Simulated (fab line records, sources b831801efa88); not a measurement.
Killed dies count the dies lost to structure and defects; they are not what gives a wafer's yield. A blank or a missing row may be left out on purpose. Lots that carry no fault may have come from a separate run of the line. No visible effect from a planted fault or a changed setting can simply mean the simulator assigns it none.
Which tool is to blame? :: flow gf180mcu :: route of 602 steps, sampled at 1 step: 12 lots, 36 wafers

WHAT THE GAUGES READ, wafer by wafer
GF_STI_THK_MEAS_02.
lot: L075
measured: day 1 16:31
on: filmMetro-04
STI_OXIDATION_THK (nm): 9.69 9.53 9.56

lot: L077
measured: day 2 02:31
on: filmMetro-04
STI_OXIDATION_THK (nm): 9.38 9.46 9.30

lot: L079
measured: day 2 12:32
on: filmMetro-04
STI_OXIDATION_THK (nm): 9.40 9.53 9.46

lot: L081
measured: day 2 22:31
on: filmMetro-03
STI_OXIDATION_THK (nm): 9.28 9.19 9.26

lot: L083
measured: day 3 08:31
on: filmMetro-02
STI_OXIDATION_THK (nm): 9.06 9.25 9.04

lot: L085
measured: day 3 20:23
on: filmMetro-04
STI_OXIDATION_THK (nm): 9.42 9.39 9.44

lot: L087
measured: day 4 05:30
on: filmMetro-02
STI_OXIDATION_THK (nm): 9.72 9.61 9.62

lot: L089
measured: day 4 14:49
on: filmMetro-02
STI_OXIDATION_THK (nm): 9.54 9.31 9.44

lot: L091
measured: day 5 00:32
on: filmMetro-02
STI_OXIDATION_THK (nm): 9.57 9.46 9.45

lot: L093
measured: day 5 10:31
on: filmMetro-03
STI_OXIDATION_THK (nm): 9.47 9.63 9.54

lot: L095
measured: day 5 20:41
on: filmMetro-02
STI_OXIDATION_THK (nm): 9.32 9.45 9.60

lot: L097
measured: day 6 07:08
on: filmMetro-02
STI_OXIDATION_THK (nm): 9.60 9.59 9.69

WHICH TOOL RAN EACH LOT (tool, then ch and the chambers of the sampled wafers, then the start)
No process step before these readings appears in the record.

THE ANSWER, worked out from the rows above alone
Rule: the usual values come from the lots themselves. Put in order of their means at a reading, lots are off if they are a third of the lots or fewer, leave a main group of 4 or more, and stand apart from it by a gap of 3 or more times the standard deviation of the main group's means; of several such gaps the widest counts. A main group is skipped when, at the precision printed for the reading in the tables above, its means are all equal. A lot without any number at a reading at which 4 lots or more have one is off too. All remaining lots with rows at the step are treated as sound.
Across all readings shown, no lot is off: no conclusion can be drawn from this.

WHAT HAD BEEN PUT IN BY THE SIMULATOR
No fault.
